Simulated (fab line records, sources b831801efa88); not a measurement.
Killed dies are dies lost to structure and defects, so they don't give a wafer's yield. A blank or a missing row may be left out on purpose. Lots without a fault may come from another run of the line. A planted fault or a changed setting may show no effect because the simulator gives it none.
Problem report in the 8D (eight disciplines) form, filled by code | flow sky130 | the parts of the form that need people (team, actions taken, sign-off) are left out

1. THE PROBLEM
killed_at_M4_up at SKY_PAD_OPEN_PROBE_99 reads a mean of 69.2 on 4 wafers of 2 lots; wafers without a fault read 3.2 with a standard deviation of 1.9. That is +35 standard deviations from the usual mean.
First seen on wafer L172.1, day 49 13:01, on prober-01. The record holds 33 wafers of 11 lots with a number at this step. Rule for "out", or "out of limits": more than 4 standard deviations from the usual mean. The other wafers with a number count as sound.

2. WHAT IT IS AND WHAT IT IS NOT
question                    | is                                    | is not
which readings at this step | killed_at_M4_up, sort_bin_3_pad_short | killed_at_contacts, killed_at_other, killed_short, sort_bin_6_memory
which lots                  | L172, L173                            | L161, L163, L165, L176, L178, L181, L182, L183, L184
which wafers of those lots  | L172.1, L172.5, L173.1, L173.6        | L172.6, L173.5
read on which tools         | prober-01, prober-02                  | -
when                        | from day 49 13:01                     | up to then (9 sound wafers); but 20 sound wafers of L172, L173, L176, L178, L181, L182, L183, L184 came after

3. SUSPECTS, AND WHAT RULES EACH OUT
Counting: a tool at a process step up to the reading stays a suspect if it ran every lot that is out. Sound lots after the first of them don't rule it out here, since some wafers of a struck lot are sound.
- cmp-01 at SKY_VIA3_CMP_02 (polishes SiO2): kept. It ran every lot that is out, first L172 (day 42 22:48); its last sound lot up to then is L165 (day 40 11:20).
- plasma_asher-04 at SKY_VIA4_STRIP_13 (strips in O2/N2): kept. It ran every lot that is out, first L172 (day 46 20:38).
- Within cmp-01 at SKY_VIA3_CMP_02: the wafers that are out ran in chambers 2, 3; their sound lot-mates ran in chambers 0, 1.
- Within plasma_asher-04 at SKY_VIA4_STRIP_13: the wafers that are out ran in chamber 0; their sound lot-mates ran in chamber 1.
Left after counting: cmp-01 at SKY_VIA3_CMP_02, plasma_asher-04 at SKY_VIA4_STRIP_13.

4. THE CAUSE (what the simulator had put in)
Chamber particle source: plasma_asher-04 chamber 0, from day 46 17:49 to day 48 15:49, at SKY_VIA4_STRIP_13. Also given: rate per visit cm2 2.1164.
Counting left 2 suspects, and this tool is among them.

5. THE CHAIN OF EFFECTS, in route order
Each row: a reading whose mean over the struck wafers that have a number lies more than 3 standard deviations from the usual. Only readings for which the record gives a usual standard deviation are gone through. hours: the time from each lot's start at the first step in this table that gives one to its start at this step, as a median over the lots. sigmas: the change in usual standard deviations.
hours | step                  | reading              | usual  | on struck wafers | change | sigmas
0     | SKY_PAD_OPEN_PROBE_99 | defect_limited_yield | 82.3 % | 72.3             | -10.0  | -4.5
0     | SKY_PAD_OPEN_PROBE_99 | killed_at_M4_up      | 3.2    | 69.2             | +66.0  | +35
0     | SKY_PAD_OPEN_PROBE_99 | killed_dies          | 87     | 136              | +49    | +4.5
0     | SKY_PAD_OPEN_PROBE_99 | sort_bin_3_pad_short | 0.8 %  | 4.6              | +3.8   | +8.8
0     | SKY_PAD_OPEN_PROBE_99 | sort_bin_5_function  | 10.5 % | 16.8             | +6.3   | +4.0
0     | SKY_PAD_OPEN_PROBE_99 | sort_n_pass          | 405    | 356              | -49    | -4.5
0     | SKY_PAD_OPEN_PROBE_99 | sort_yield_pct       | 82.3 % | 72.3             | -10.0  | -4.5
The process steps in it:
- SKY_PAD_OPEN_PROBE_99

6. WHAT WOULD HAVE CAUGHT IT SOONER
In this record the first reading out of limits was taken at day 49 13:01, 67 hours after the fault began at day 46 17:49.
Of the tool readings at SKY_VIA4_STRIP_13 for which the record gives a usual standard deviation, none was out on any struck wafer, so an alarm limit of 4 standard deviations on them would not have fired.
All the lots that are out (2) had begun SKY_VIA4_STRIP_13 on plasma_asher-04 by day 49 13:01. A hold on the tool at that time would have spared none of them.
